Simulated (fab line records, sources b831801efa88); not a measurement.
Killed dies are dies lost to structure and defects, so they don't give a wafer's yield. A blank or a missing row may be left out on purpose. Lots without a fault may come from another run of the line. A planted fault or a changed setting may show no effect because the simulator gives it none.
fab line records | flow gf180mcu
record lots=5 wafers=15 last_day=34
route steps=602 shown VT_IMPLANT@127 MVSD@136 NWELL@137 LVPWELL@138 MVPSD@139 DUAL_GATE@141 POLY_GATE@157
lots that met no fault: from a run of the same line without faults
start_h: hours from the record's first day to the start of the lot's first wafer shown | wait_h: hours since the lot's step before | " the same as in the row above | L1.1+2: a row that stands for several wafers | - no value, or no start given | * or withheld: withheld | < > ~ a bound
route shown NAME@n: a module of which the file shows steps, and the number in the route of the first | usual: mean/standard deviation of fault-free wafers | same: alike in all rows | chamber/n: place in a boat | sites: the reading at each site | _std_site: their standard deviation | _edge_site: outer sites' mean less inner sites' | radius_mm: how far each site lies from the wafer's centre | mask NAME#n: copy n | behind: the tool/chamber that last shaped the wafer | hold: why the lot was held/for how many hours/how that ended | device: the transistor (n, p or np) that didn't switch | end of line: the same wafers' tests at the end of the route | a step without rows: its recipe alone | killed: dies lost to structure and defects at the first sort, not the wafer's yield | map: a wafer's dies, x killed, . not, _ none there
set.NAME: the setting as run; set.NAME@STEP: as run at that earlier step | model.NAME: the simulator's own value behind a step, which no gauge read
lots at some steps of the route; a table a step, a row a wafer
services: from which hour (start_h, from the record's first day; less than 0 if before it) a tool's chamber was out of use, for how many hours, and why
## steps
# step GF_VT_IMPLANT_EXPOSE_37
# recipe mask_id=Nwell_HV_AREA target_cd_nm=860 na=0.6 source_shape=conventional sigma_outer=0.6 dose_mj=141.6
# columns lot.wafer tool chamber start_h wait_h mask
L075.3+5+6 iline_stepper-01 0 - - Nwell_HV_AREA#0
L082.2+3+5 iline_stepper-01 0 - - Nwell_HV_AREA#0
L085.1+4+5 iline_stepper-02 0 - - Nwell_HV_AREA#0
L087.1+2+4 iline_stepper-02 0 - - Nwell_HV_AREA#0
L097.2+5+6 iline_stepper-01 0 - - Nwell_HV_AREA#0
# step GF_VT_IMPLANT_PEB_38
# recipe temp_c=withheld time_s=* resist=NOVOLAK
# usual resist_line_temp_C=*
# columns lot.wafer tool chamber start_h wait_h resist_line_temp_C
L075.3 litho_track-03 0 - - *
L075.5 " 0 " " *
L075.6 " 0 " " *
L082.2 litho_track-02 0 - - *
L082.3 " 0 " " *
L082.5 " 0 " " *
L085.1 litho_track-01 0 - - *
L085.4 " 0 " " *
L085.5 " 0 " " *
L087.1 litho_track-02 0 - - *
L087.2 " 0 " " *
L087.4 " 0 " " *
L097.2 litho_track-03 0 - - *
L097.5 " 0 " " *
L097.6 " 0 " " *
# step GF_VT_IMPLANT_DEVELOP_39
# recipe develop_time_s=60 dev_temp_c=23
# usual developer_temp_C=23.02/0.1 resist_line_temp_C=23.00/0.1
# columns lot.wafer tool chamber start_h wait_h developer_temp_C resist_line_temp_C
L075.3 litho_track-03 0 164.16 0.1 23.08 23.06
L075.5 " 0 " " 22.99 23.02
L075.6 " 0 " " 23.01 23.07
L082.2 litho_track-02 0 209.79 0.1 22.96 22.93
L082.3 " 0 " " 22.93 23.10
L082.5 " 0 " " 23.05 22.84
L085.1 litho_track-01 0 232.02 0.1 22.95 22.95
L085.4 " 0 " " 23.12 23.09
L085.5 " 0 " " 22.95 23.06
L087.1 litho_track-02 0 245.42 0.1 22.77 22.94
L087.2 " 0 " " 22.83 22.83
L087.4 " 0 " " 22.85 22.84
L097.2 litho_track-03 0 312.68 0.1 23.12 22.98
L097.5 " 0 " " 23.00 23.11
L097.6 " 0 " " 22.91 23.04
# step GF_VT_IMPLANT_OVL_MEAS_40
# usual VT_IMPLANT_03_OVL=-1.3/1.6
# columns lot.wafer tool chamber start_h wait_h VT_IMPLANT_03_OVL[nm]
L075.3 overlay-01 - 164.27 0.1 -3.0
L075.5 " - " " -3.2
L075.6 " - " " -2.1
L082.2 overlay-02 - 209.92 0.1 -3.3
L082.3 " - " " -1.5
L082.5 " - " " -2.6
L085.1 overlay-01 - 232.17 0.1 1.2
L085.4 " - " " -0.9
L085.5 " - " " 1.9
L087.1 overlay-01 - 245.57 0.1 -2.0
L087.2 " - " " -1.6
L087.4 " - " " -3.1
L097.2 overlay-01 - 312.82 0.1 -0.5
L097.5 " - " " -2.5
L097.6 " - " " -1.2
# step GF_VT_IMPLANT_IMPLANT_41
# recipe species=As energy_kev=70 dose_cm2=1.013e+12 tilt_deg=7
# columns lot.wafer tool chamber start_h wait_h
L075.3+5+6 implanter-04 0 164.35 0.1
L082.2+3+5 implanter-04 0 209.98 0.0
L085.1+4+5 implanter-04 0 232.20 0.0
L087.1+2+4 implanter-04 0 245.60 0.0
L097.2+5+6 implanter-02 0 312.87 0.0
# step GF_VT_IMPLANT_STRIP_42
# recipe chemistry=O2/N2 power_w=1400 pressure_mtorr=1500 platen_temp_c=250 o2_flow_sccm=3000 n2_flow_sccm=300 overash_fraction=0.5
# usual chamber_pressure_mTorr=1500.0/1.5 drypump_motor_current_A=5.8/0.47 heater_power_w=333/29 n2_flow_sccm=300.1/0.81 oes_product_au=0.716/0.0049 strip_time_to_endpoint_s=12.62/0.035
# columns lot.wafer tool chamber start_h wait_h chamber_pressure_mTorr drypump_motor_current_A heater_power_w n2_flow_sccm oes_product_au rf_hours_counter_h strip_time_to_endpoint_s
L075.3 plasma_asher-01 1 164.48 0.1 1499.0 5.2 297 300.4 0.729 - 12.64
L075.5 " 1 " " 1501.4 5.2 296 301.2 0.714 - 12.64
L075.6 " 0 " " 1501.7 5.6 336 299.3 0.720 - 12.60
L082.2 plasma_asher-02 0 210.10 0.1 1499.4 5.8 350 300.3 0.718 59 12.64
L082.3 " 1 " " 1501.9 6.7 308 300.1 0.715 - 12.67
L082.5 " 1 " " 1500.4 6.7 305 300.1 0.712 - 12.66
L085.1 plasma_asher-01 0 232.35 0.1 1500.9 5.6 333 299.2 0.719 58 12.60
L085.4 " 0 " " 1498.1 5.6 336 300.3 0.722 - 12.58
L085.5 " 1 " " 1498.9 5.2 300 300.2 0.725 - 12.59
L087.1 plasma_asher-02 1 245.75 0.1 1500.2 6.7 305 300.4 0.721 63 12.63
L087.2 " 0 " " 1498.1 5.8 359 299.2 0.713 63 12.62
L087.4 " 1 " " 1499.5 6.7 311 300.5 0.721 - 12.59
L097.2 plasma_asher-01 1 313.00 0.1 1501.4 5.2 297 299.4 0.724 66 12.66
L097.5 " 0 " " 1500.7 5.6 344 301.3 0.724 - 12.65
L097.6 " 1 " " 1495.8 5.2 293 299.3 0.716 - 12.63
# step GF_VT_IMPLANT_TW_MEAS_43
# usual VT_IMPLANT_4_TW=693/4
# columns lot.wafer tool chamber start_h wait_h VT_IMPLANT_4_TW
L075.3 film_metro-03 - 164.57 0.1 696
L075.5 " - " " 694
L075.6 " - " " 697
L082.2 film_metro-04 - 210.21 0.1 691
L082.3 " - " " 688
L082.5 " - " " 691
L085.1 film_metro-01 - 232.45 0.1 696
L085.4 " - " " 694
L085.5 " - " " 694
L087.1 film_metro-04 - 245.85 0.1 692
L087.2 " - " " 691
L087.4 " - " " 693
L097.2 film_metro-01 - 313.11 0.1 692
L097.5 " - " " 690
L097.6 " - " " 692
# step GF_VT_IMPLANT_CLEAN_44
# recipe chemistry=SC1/SC2 mix=1:4:20 temp_c=70 time_s=150 dry=n2_spin
# usual bath_guard_temp_C=69.7/0.41
# columns lot.wafer tool chamber start_h wait_h bath_guard_temp_C
L075.3 wet_bench-04 3 164.61 0.0 69.3
L075.5 " 3 " " 69.3
L075.6 " 3 " " 69.1
L082.2 wet_bench-03 0 210.26 0.0 69.4
L082.3 " 0 " " 69.3
L082.5 " 0 " " 69.6
L085.1 wet_bench-03 1 232.51 0.1 69.5
L085.4 " 1 " " 69.2
L085.5 " 1 " " 69.7
L087.1 wet_bench-02 0 245.91 0.1 69.3
L087.2 " 0 " " 69.9
L087.4 " 0 " " 69.5
L097.2 wet_bench-02 1 313.16 0.0 69.4
L097.5 " 1 " " 69.5
L097.6 " 1 " " 69.9
# step GF_VT_IMPLANT_RTA_45
# recipe temp_c=1050 time_s=30 ambient=N2
# usual lamp_power_pct=36/4.2 wafer_temp_C_max=1053.1/0.85
# columns lot.wafer tool chamber start_h wait_h lamp_power_pct wafer_temp_C_max
L075.3 rtp_anneal-01 0 164.69 0.0 40 1053.7
L075.5 " 0 " " 40 1054.5
L075.6 " 0 " " 40 1054.1
L082.2 rtp_anneal-02 0 210.33 0.0 32 1053.5
L082.3 " 0 " " 32 1053.6
L082.5 " 0 " " 32 1052.3
L085.1 rtp_anneal-02 0 232.56 0.0 32 1052.5
L085.4 " 0 " " 32 1052.1
L085.5 " 0 " " 32 1052.9
L087.1 rtp_anneal-02 0 245.96 0.0 32 1053.3
L087.2 " 0 " " 32 1051.3
L087.4 " 0 " " 32 1052.0
L097.2 rtp_anneal-02 0 313.22 0.0 32 1053.4
L097.5 " 0 " " 32 1051.5
L097.6 " 0 " " 32 1051.6
# step GF_VT_IMPLANT_RS_MEAS_46
# recipe thk_meas_gauge=four-point-probe
# usual MVSD_RS=456.4/1.1
# columns lot.wafer tool chamber start_h wait_h MVSD_RS[ohm/sq]
L075.3 film_metro-02 - 164.80 0.1 455.2
L075.5 " - " " 455.1
L075.6 " - " " 455.9
L082.2 film_metro-02 - 210.43 0.1 457.0
L082.3 " - " " 458.0
L082.5 " - " " 457.2
L085.1 film_metro-02 - 232.66 0.1 457.8
L085.4 " - " " 458.1
L085.5 " - " " 457.9
L087.1 film_metro-01 - 246.06 0.1 454.4
L087.2 " - " " 455.3
L087.4 " - " " 455.3
L097.2 film_metro-03 - 313.33 0.1 456.3
L097.5 " - " " 458.7
L097.6 " - " " 456.5
# step GF_VT_IMPLANT_RS_MEAS_47
# recipe thk_meas_gauge=four-point-probe
# usual NWELL_RS=487.5/1.3
# columns lot.wafer tool chamber start_h wait_h NWELL_RS[ohm/sq]
L075.3 film_metro-02 - 164.92 0.1 487.0
L075.5 " - " " 486.3
L075.6 " - " " 487.1
L082.2 film_metro-02 - 210.55 0.1 488.2
L082.3 " - " " 487.3
L082.5 " - " " 486.9
L085.1 film_metro-02 - 232.78 0.1 487.8
L085.4 " - " " 488.1
L085.5 " - " " 486.2
L087.1 film_metro-01 - 246.18 0.1 486.2
L087.2 " - " " 485.8
L087.4 " - " " 486.3
L097.2 film_metro-03 - 313.45 0.1 487.6
L097.5 " - " " 488.5
L097.6 " - " " 487.7
# step GF_VT_IMPLANT_RS_MEAS_48
# recipe thk_meas_gauge=four-point-probe
# usual LVPWELL_RS=1194/3.2
# columns lot.wafer tool chamber start_h wait_h LVPWELL_RS[ohm/sq]
L075.3 film_metro-02 - 165.04 0.1 1195
L075.5 " - " " 1190
L075.6 " - " " 1194
L082.2 film_metro-02 - 210.67 0.1 1198
L082.3 " - " " 1198
L082.5 " - " " 1199
L085.1 film_metro-02 - 232.90 0.1 1199
L085.4 " - " " 1199
L085.5 " - " " 1197
L087.1 film_metro-01 - 246.30 0.1 1196
L087.2 " - " " 1193
L087.4 " - " " 1195
L097.2 film_metro-03 - 313.57 0.1 1198
L097.5 " - " " 1193
L097.6 " - " " 1197
# step GF_VT_IMPLANT_RS_MEAS_49
# recipe thk_meas_gauge=four-point-probe
# usual MVPSD_RS=1177/3
# columns lot.wafer tool chamber start_h wait_h MVPSD_RS[ohm/sq]
L075.3 film_metro-02 - 165.16 0.1 1182
L075.5 " - " " 1181
L075.6 " - " " 1179
L082.2 film_metro-02 - 210.79 0.1 1184
L082.3 " - " " 1180
L082.5 " - " " 1178
L085.1 film_metro-02 - 233.02 0.1 1178
L085.4 " - " " 1177
L085.5 " - " " 1181
L087.1 film_metro-01 - 246.42 0.1 1173
L087.2 " - " " 1174
L087.4 " - " " 1175
L097.2 film_metro-03 - 313.69 0.1 1180
L097.5 " - " " 1178
L097.6 " - " " 1178
# step GF_VT_IMPLANT_WET_ETCH_50
# recipe chemistry=dHF target_depth_nm=20 target=SiO2 temp_c=25 dilution=100:1 time_s=400
# columns lot.wafer tool chamber start_h wait_h
L075.3+5+6 wet_bench-03 3 165.24 0.1
L082.2+3+5 wet_bench-03 0 210.89 0.1
L085.1+4+5 wet_bench-02 3 233.14 0.1
L087.1+2+4 wet_bench-03 2 246.54 0.1
L097.2+5+6 wet_bench-04 2 313.79 0.1
# step GF_DUAL_GATE_CLEAN_00
# recipe chemistry=SC1/SC2 mix=1:4:20 temp_c=70 time_s=150
# usual bath_guard_temp_C=69.8/0.46
# columns lot.wafer tool chamber start_h wait_h bath_guard_temp_C
L075.3 wet_bench-04 2 165.36 0.0 69.3
L075.5 " 2 " " 69.5
L075.6 " 2 " " 69.5
L082.2 wet_bench-02 0 211.01 0.0 69.4
L082.3 " 0 " " 69.4
L082.5 " 0 " " 69.2
L085.1 wet_bench-04 0 233.26 0.0 70.4
L085.4 " 0 " " 70.5
L085.5 " 0 " " 70.5
L087.1 wet_bench-02 0 246.67 0.0 69.4
L087.2 " 0 " " 69.2
L087.4 " 0 " " 69.7
L097.2 wet_bench-03 1 313.91 0.0 69.8
L097.5 " 1 " " 69.6
L097.6 " 1 " " 69.9
# step GF_DUAL_GATE_CLEAN_01
# recipe chemistry=dHF time_s=20 dilution=100:1 dry=ipa_marangoni
# columns lot.wafer tool chamber start_h wait_h
L075.3+5+6 wet_bench-02 2 165.41 0.0
L082.2+3+5 wet_bench-03 0 211.06 0.0
L085.1+4+5 wet_bench-03 3 233.31 0.0
L087.1+2+4 wet_bench-02 1 246.72 0.0
L097.2+5+6 wet_bench-02 2 313.96 0.0
# step GF_DUAL_GATE_OXIDATION_02
# recipe temp_c=900 ambient=O2 stabilise_s=600 purge_s=300 target_thk_a=108.87 ox_time_s=1602
# usual ox_temp_c=900.0/0.43 spike_tc_bottom_C=918.6/1.8
# columns lot.wafer tool chamber start_h wait_h ox_temp_c spike_tc_bottom_C
L075.3 furnace-02 0 166.17 0.7 900.2 917.4
L075.5 " 0 " " 900.5 917.0
L075.6 " 0 " " 900.3 915.8
L082.2 furnace-02 0 211.86 0.8 900.3 916.8
L082.3 " 0 " " 899.7 916.5
L082.5 " 0 " " 899.8 918.1
L085.1 furnace-02 0 234.77 1.4 900.9 917.9
L085.4 " 0 " " 901.6 917.6
L085.5 " 0 " " 900.2 918.2
L087.1 furnace-02 0 248.71 2.0 900.9 916.7
L087.2 " 0 " " 900.3 917.3
L087.4 " 0 " " 900.2 916.5
L097.2 furnace-02 0 314.82 0.9 899.4 916.7
L097.5 " 0 " " 899.9 917.4
L097.6 " 0 " " 900.0 916.7
# step GF_DUAL_GATE_THK_MEAS_03
# recipe reads=SiO2_of_DUAL_GATE_OXIDATION_02
# usual DUAL_GATE_OXIDATION_00_THK=10.94/0.16
# columns lot.wafer tool chamber start_h wait_h DUAL_GATE_OXIDATION_00_THK[nm]
L075.3 film_metro-01 - 167.64 0.0 11.18
L075.5 " - " " 10.77
L075.6 " - " " 10.98
L082.2 film_metro-02 - 213.32 0.0 11.00
L082.3 " - " " 11.18
L082.5 " - " " 11.04
L085.1 film_metro-04 - 236.22 0.0 10.99
L085.4 " - " " 10.86
L085.5 " - " " 11.11
L087.1 film_metro-04 - 250.16 0.0 10.95
L087.2 " - " " 10.73
L087.4 " - " " 10.95
L097.2 film_metro-01 - 316.28 0.0 10.58
L097.5 " - " " 10.87
L097.6 " - " " 10.68
# step GF_DUAL_GATE_DEHYDRATE_04
# recipe temp_c=200 time_s=60
# usual resist_line_temp_C=23.02/0.097
# columns lot.wafer tool chamber start_h wait_h resist_line_temp_C
L075.3 litho_track-03 0 175.01 7.4 23.08
L075.5 " 0 " " 23.19
L075.6 " 0 " " 23.01
L082.2 litho_track-04 0 221.64 8.3 23.09
L082.3 " 0 " " 23.02
L082.5 " 0 " " 23.20
L085.1 litho_track-01 0 244.82 8.6 23.15
L085.4 " 0 " " 23.06
L085.5 " 0 " " 22.99
L087.1 litho_track-03 0 258.31 8.1 22.90
L087.2 " 0 " " 22.93
L087.4 " 0 " " 22.92
L097.2 litho_track-03 0 326.63 10.3 23.28
L097.5 " 0 " " 23.08
L097.6 " 0 " " 23.05
# step GF_DUAL_GATE_HMDS_05
# recipe prime_time_s=60 prime_temp_c=120
# usual resist_line_temp_C=22.99/0.11
# columns lot.wafer tool chamber start_h wait_h resist_line_temp_C
L075.3 litho_track-03 0 175.16 0.1 23.12
L075.5 " 0 " " 23.20
L075.6 " 0 " " 23.10
L082.2 litho_track-04 0 221.79 0.1 23.07
L082.3 " 0 " " 22.99
L082.5 " 0 " " 23.01
L085.1 litho_track-01 0 244.97 0.1 23.09
L085.4 " 0 " " 22.95
L085.5 " 0 " " 23.01
L087.1 litho_track-03 0 258.46 0.1 23.12
L087.2 " 0 " " 23.18
L087.4 " 0 " " 22.99
L097.2 litho_track-03 0 326.78 0.1 22.96
L097.5 " 0 " " 23.15
L097.6 " 0 " " 23.15
# step GF_DUAL_GATE_COAT_06
# recipe resist=NOVOLAK spin_rpm=3000 resist_thk_nm=1000
# usual resist_line_temp_C=23.00/0.1
# columns lot.wafer tool chamber start_h wait_h resist_line_temp_C
L075.3 litho_track-03 0 175.31 0.1 23.01
L075.5 " 0 " " 22.98
L075.6 " 0 " " 23.10
L082.2 litho_track-04 0 221.94 0.1 22.98
L082.3 " 0 " " 22.96
L082.5 " 0 " " 22.93
L085.1 litho_track-01 0 245.12 0.1 22.97
L085.4 " 0 " " 22.99
L085.5 " 0 " " 22.93
L087.1 litho_track-03 0 258.61 0.1 23.16
L087.2 " 0 " " 22.90
L087.4 " 0 " " 22.93
L097.2 litho_track-03 0 326.93 0.1 23.07
L097.5 " 0 " " 23.16
L097.6 " 0 " " 23.05
# step GF_DUAL_GATE_SOFTBAKE_07
# recipe temp_c=90 time_s=60 resist=NOVOLAK
# usual resist_line_temp_C=23.01/0.1
# columns lot.wafer tool chamber start_h wait_h resist_line_temp_C
L075.3 litho_track-03 0 175.46 0.1 23.19
L075.5 " 0 " " 23.11
L075.6 " 0 " " 23.19
L082.2 litho_track-04 0 222.09 0.1 23.13
L082.3 " 0 " " 23.10
L082.5 " 0 " " 23.19
L085.1 litho_track-01 0 245.27 0.1 23.01
L085.4 " 0 " " 22.95
L085.5 " 0 " " 23.03
L087.1 litho_track-03 0 258.76 0.1 23.16
L087.2 " 0 " " 23.06
L087.4 " 0 " " 23.04
L097.2 litho_track-03 0 327.08 0.1 23.08
L097.5 " 0 " " 22.96
L097.6 " 0 " " 23.02
# step GF_DUAL_GATE_EXPOSE_08
# recipe mask_id=Dualgate target_cd_nm=700 na=0.6 source_shape=conventional sigma_outer=0.6 dose_mj=140
# columns lot.wafer tool chamber start_h wait_h mask
L075.3+5+6 iline_stepper-02 0 - - Dualgate#0
L082.2+3+5 iline_stepper-01 0 - - Dualgate#0
L085.1+4+5 iline_stepper-02 0 - - Dualgate#0
L087.1+2+4 iline_stepper-01 0 - - Dualgate#0
L097.2+5+6 iline_stepper-02 0 - - Dualgate#0
# step GF_DUAL_GATE_PEB_09
# recipe temp_c=withheld time_s=* resist=NOVOLAK
# usual resist_line_temp_C=*
# columns lot.wafer tool chamber start_h wait_h resist_line_temp_C
L075.3 litho_track-03 0 - - *
L075.5 " 0 " " *
L075.6 " 0 " " *
L082.2 litho_track-03 0 - - *
L082.3 " 0 " " *
L082.5 " 0 " " *
L085.1 litho_track-04 0 - - *
L085.4 " 0 " " *
L085.5 " 0 " " *
L087.1 litho_track-04 0 - - *
L087.2 " 0 " " *
L087.4 " 0 " " *
L097.2 litho_track-01 0 - - *
L097.5 " 0 " " *
L097.6 " 0 " " *
# step GF_DUAL_GATE_DEVELOP_10
# recipe develop_time_s=60 dev_temp_c=23
# usual developer_temp_C=22.99/0.12 resist_line_temp_C=23.00/0.12
# columns lot.wafer tool chamber start_h wait_h developer_temp_C resist_line_temp_C
L075.3 litho_track-03 0 184.11 0.1 23.02 22.75
L075.5 " 0 " " 23.10 22.98
L075.6 " 0 " " 23.02 22.74
L082.2 litho_track-03 0 231.14 0.1 22.90 22.96
L082.3 " 0 " " 22.92 22.92
L082.5 " 0 " " 22.82 22.97
L085.1 litho_track-04 0 254.42 0.1 23.04 23.01
L085.4 " 0 " " 23.20 22.99
L085.5 " 0 " " 22.91 22.94
L087.1 litho_track-04 0 267.87 0.1 23.00 23.07
L087.2 " 0 " " 23.02 23.16
L087.4 " 0 " " 23.03 23.11
L097.2 litho_track-01 0 337.04 0.1 22.94 23.16
L097.5 " 0 " " 23.02 23.23
L097.6 " 0 " " 22.97 22.98
# step GF_DUAL_GATE_OVL_MEAS_11
# usual DUAL_GATE_OVL=-0.1/1.4
# columns lot.wafer tool chamber start_h wait_h DUAL_GATE_OVL[nm]
L075.3 overlay-02 - 184.22 0.1 -1.0
L075.5 " - " " -1.4
L075.6 " - " " 0.3
L082.2 overlay-02 - 231.27 0.1 -0.1
L082.3 " - " " 0.4
L082.5 " - " " -0.2
L085.1 overlay-02 - 254.57 0.1 -0.2
L085.4 " - " " -0.2
L085.5 " - " " 0.5
L087.1 overlay-02 - 268.02 0.1 -2.7
L087.2 " - " " -1.5
L087.4 " - " " 0.0
L097.2 overlay-01 - 337.17 0.1 0.0
L097.5 " - " " -0.8
L097.6 " - " " 2.4
# step GF_DUAL_GATE_WET_ETCH_12
# recipe chemistry=dHF target_depth_nm=13 dry=n2_spin target=SiO2 temp_c=25 dilution=100:1 time_s=260
# columns lot.wafer tool chamber start_h wait_h
L075.3+5+6 wet_bench-02 2 184.25 0.0
L082.2+3+5 wet_bench-04 3 231.30 0.0
L085.1+4+5 wet_bench-03 0 254.60 0.0
L087.1+2+4 wet_bench-04 3 268.05 0.0
L097.2+5+6 wet_bench-04 0 337.20 0.0
# step GF_DUAL_GATE_STRIP_13
# recipe chemistry=O2/N2 power_w=1400 pressure_mtorr=1500 platen_temp_c=250 o2_flow_sccm=3000 n2_flow_sccm=300 overash_fraction=0.5
# usual chamber_pressure_mTorr=1500.0/1.4 drypump_motor_current_A=5.7/0.5 heater_power_w=329/26 n2_flow_sccm=300.0/0.95 oes_product_au=0.715/0.0046 strip_time_to_endpoint_s=12.63/0.032
# columns lot.wafer tool chamber start_h wait_h chamber_pressure_mTorr drypump_motor_current_A heater_power_w n2_flow_sccm oes_product_au rf_hours_counter_h strip_time_to_endpoint_s
L075.3 plasma_asher-02 1 184.37 0.0 1499.0 6.7 318 298.4 0.708 - 12.61
L075.5 " 1 " " 1499.4 6.7 309 299.9 0.716 - 12.64
L075.6 " 0 " " 1499.9 5.8 356 299.6 0.723 - 12.61
L082.2 plasma_asher-02 1 231.38 0.0 1499.6 6.7 311 299.7 0.714 62 12.58
L082.3 " 1 " " 1503.2 6.7 312 298.8 0.713 - 12.60
L082.5 " 0 " " 1499.7 5.8 360 300.7 0.709 - 12.59
L085.1 plasma_asher-01 0 254.69 0.0 1501.4 5.6 337 300.9 0.715 60 12.63
L085.4 " 1 " " 1501.6 5.2 293 300.4 0.717 - 12.59
L085.5 " 1 " " 1500.0 5.2 296 300.0 0.715 - 12.62
L087.1 plasma_asher-02 0 268.14 0.0 1500.2 5.8 357 299.9 0.709 66 12.62
L087.2 " 1 " " 1499.5 6.7 308 300.7 0.705 66 12.61
L087.4 " 0 " " 1498.9 5.8 354 299.8 0.718 - 12.62
L097.2 plasma_asher-01 0 337.29 0.0 1501.6 5.6 346 298.3 0.721 69 12.70
L097.5 " 1 " " 1498.6 5.2 298 299.7 0.717 - 12.63
L097.6 " 0 " " 1497.3 5.6 344 299.3 0.714 - 12.62
# step GF_DUAL_GATE_CLEAN_14
# recipe chemistry=SC1/SC2 mix=1:4:20 temp_c=70 time_s=150 dry=n2_spin
# usual bath_guard_temp_C=69.7/0.39
# columns lot.wafer tool chamber start_h wait_h bath_guard_temp_C
L075.3 wet_bench-04 2 184.44 0.0 69.7
L075.5 " 2 " " 69.7
L075.6 " 2 " " 69.3
L082.2 wet_bench-02 0 231.48 0.1 69.5
L082.3 " 0 " " 69.4
L082.5 " 0 " " 69.5
L085.1 wet_bench-02 0 254.79 0.1 69.2
L085.4 " 0 " " 69.4
L085.5 " 0 " " 69.4
L087.1 wet_bench-03 3 268.24 0.1 70.0
L087.2 " 3 " " 70.4
L087.4 " 3 " " 70.3
L097.2 wet_bench-02 1 337.39 0.1 69.5
L097.5 " 1 " " 69.4
L097.6 " 1 " " 69.8
# step GF_DUAL_GATE_OXIDATION_15
# recipe temp_c=850 ambient=O2 stabilise_s=600 purge_s=300 target_thk_a=70.98 ox_time_s=1995
# usual ox_temp_c=850.0/0.35 spike_tc_bottom_C=870.1/1.8
# columns lot.wafer tool chamber start_h wait_h ox_temp_c spike_tc_bottom_C
L075.3 furnace-02 0 184.55 0.1 850.2 868.6
L075.5 " 0 " " 850.4 867.4
L075.6 " 0 " " 849.8 865.5
L082.2 furnace-01 0 234.61 3.1 850.6 871.9
L082.3 " 0 " " 850.2 871.6
L082.5 " 0 " " 850.2 873.0
L085.1 furnace-01 0 262.22 7.3 850.1 869.3
L085.4 " 0 " " 850.0 869.5
L085.5 " 0 " " 849.9 869.9
L087.1 furnace-01 0 268.30 0.0 850.1 870.5
L087.2 " 0 " " 850.1 871.4
L087.4 " 0 " " 850.4 871.0
L097.2 furnace-02 0 337.44 0.0 850.1 867.1
L097.5 " 0 " " 850.7 868.8
L097.6 " 0 " " 850.2 866.4
# step GF_POLY_GATE_CVD_00
# recipe material=poly-Si target_thk_nm=200 temp_c=620 time_s=1200 pressure_mtorr=200
# usual spike_tc_bottom_C=638.9/2.1
# columns lot.wafer tool chamber start_h wait_h spike_tc_bottom_C
L075.3 lpcvd-02 1 186.10 0.0 640.8
L075.5 " 1 " " 640.9
L075.6 " 1 " " 640.0
L082.2 lpcvd-01 1 236.16 0.0 637.3
L082.3 " 1 " " 636.6
L082.5 " 1 " " 637.4
L085.1 lpcvd-02 1 263.78 0.0 641.7
L085.4 " 1 " " 639.4
L085.5 " 1 " " 641.6
L087.1 lpcvd-02 1 269.98 0.1 639.3
L087.2 " 1 " " 642.2
L087.4 " 1 " " 639.4
L097.2 lpcvd-02 0 339.00 0.0 636.3
L097.5 " 0 " " 638.3
L097.6 " 0 " " 635.9
# step GF_POLY_GATE_THK_MEAS_01
# recipe reads=poly-Si_of_POLY_GATE_CVD_00
# usual POLY_GATE_CVD_00_THK=200.7/1.8
# columns lot.wafer tool chamber start_h wait_h POLY_GATE_CVD_00_THK[nm]
L075.3 film_metro-04 - 187.46 0.0 199.8
L075.5 " - " " 201.1
L075.6 " - " " 200.6
L082.2 film_metro-03 - 237.51 0.0 199.3
L082.3 " - " " 198.2
L082.5 " - " " 197.4
L085.1 film_metro-04 - 265.11 0.0 198.2
L085.4 " - " " 199.4
L085.5 " - " " 198.2
L087.1 film_metro-02 - 271.31 0.0 197.8
L087.2 " - " " 197.9
L087.4 " - " " 198.7
L097.2 film_metro-02 - 340.34 0.0 198.0
L097.5 " - " " 198.1
L097.6 " - " " 198.1
# step GF_POLY_GATE_DEHYDRATE_02
# recipe temp_c=200 time_s=60
# usual resist_line_temp_C=22.98/0.11
# columns lot.wafer tool chamber start_h wait_h resist_line_temp_C
L075.3 litho_track-01 0 194.82 7.4 22.97
L075.5 " 0 " " 22.88
L075.6 " 0 " " 23.01
L082.2 litho_track-04 0 246.44 8.9 22.98
L082.3 " 0 " " 23.08
L082.5 " 0 " " 23.18
L085.1 litho_track-01 0 273.52 8.4 22.90
L085.4 " 0 " " 22.95
L085.5 " 0 " " 22.88
L087.1 litho_track-04 0 280.32 9.0 22.99
L087.2 " 0 " " 23.12
L087.4 " 0 " " 22.98
L097.2 litho_track-01 0 351.04 10.7 23.18
L097.5 " 0 " " 23.05
L097.6 " 0 " " 23.04
# step GF_POLY_GATE_HMDS_03
# recipe prime_time_s=60 prime_temp_c=120
# usual resist_line_temp_C=22.99/0.12
# columns lot.wafer tool chamber start_h wait_h resist_line_temp_C
L075.3 litho_track-01 0 194.97 0.1 23.00
L075.5 " 0 " " 22.98
L075.6 " 0 " " 22.87
L082.2 litho_track-04 0 246.59 0.1 23.10
L082.3 " 0 " " 23.07
L082.5 " 0 " " 23.04
L085.1 litho_track-01 0 273.67 0.1 23.02
L085.4 " 0 " " 22.98
L085.5 " 0 " " 23.06
L087.1 litho_track-04 0 280.47 0.1 22.88
L087.2 " 0 " " 22.70
L087.4 " 0 " " 22.90
L097.2 litho_track-01 0 351.19 0.1 23.02
L097.5 " 0 " " 22.90
L097.6 " 0 " " 23.09
# step GF_POLY_GATE_COAT_04
# recipe resist=BARC temp_c=withheld time_s=withheld spin_rpm=withheld resist_thk_nm=withheld
# usual resist_line_temp_C=*
# columns lot.wafer tool chamber start_h wait_h resist_line_temp_C
L075.3 litho_track-01 0 195.12 0.1 *
L075.5 " 0 " " *
L075.6 " 0 " " *
L082.2 litho_track-04 0 246.74 0.1 *
L082.3 " 0 " " *
L082.5 " 0 " " *
L085.1 litho_track-01 0 273.82 0.1 *
L085.4 " 0 " " *
L085.5 " 0 " " *
L087.1 litho_track-04 0 280.62 0.1 *
L087.2 " 0 " " *
L087.4 " 0 " " *
L097.2 litho_track-01 0 351.34 0.1 *
L097.5 " 0 " " *
L097.6 " 0 " " *
## services
# columns tool chamber start_h hours kind
furnace-01 - 151.41 2.7 pm
implanter-04 - 171.33 3.4 pm
rtp_anneal-02 - 177.63 1.1 pm
lpcvd-01 - 185.84 1.3 repair
iline_stepper-01 - 189.39 1.7 pm
iline_stepper-02 - 199.25 1.7 pm
implanter-04 - 212.81 4.1 repair
rtp_anneal-01 - 213.88 0.9 pm
wet_bench-02 - 226.49 3.7 repair
furnace-02 - 230.87 3.9 pm
implanter-02 - 241.01 0.8 repair
iline_stepper-02 - 253.13 10.2 repair
implanter-02 - 254.89 5.4 pm
plasma_asher-02 - 259.01 2.8 pm
litho_track-04 - 259.14 - consumable_replace:filter
furnace-02 - 259.72 4.4 pm
litho_track-03 - 278.11 - consumable_replace:filter
lpcvd-02 - 278.62 0.5 repair
lpcvd-02 - 284.18 2.8 pm
lpcvd-02 - 306.17 0.8 pm
furnace-01 - 312.57 4.9 pm
iline_stepper-02 - 317.71 0.6 repair
furnace-01 - 320.28 2.9 pm
implanter-02 - 324.39 0.8 repair
## key
fault none
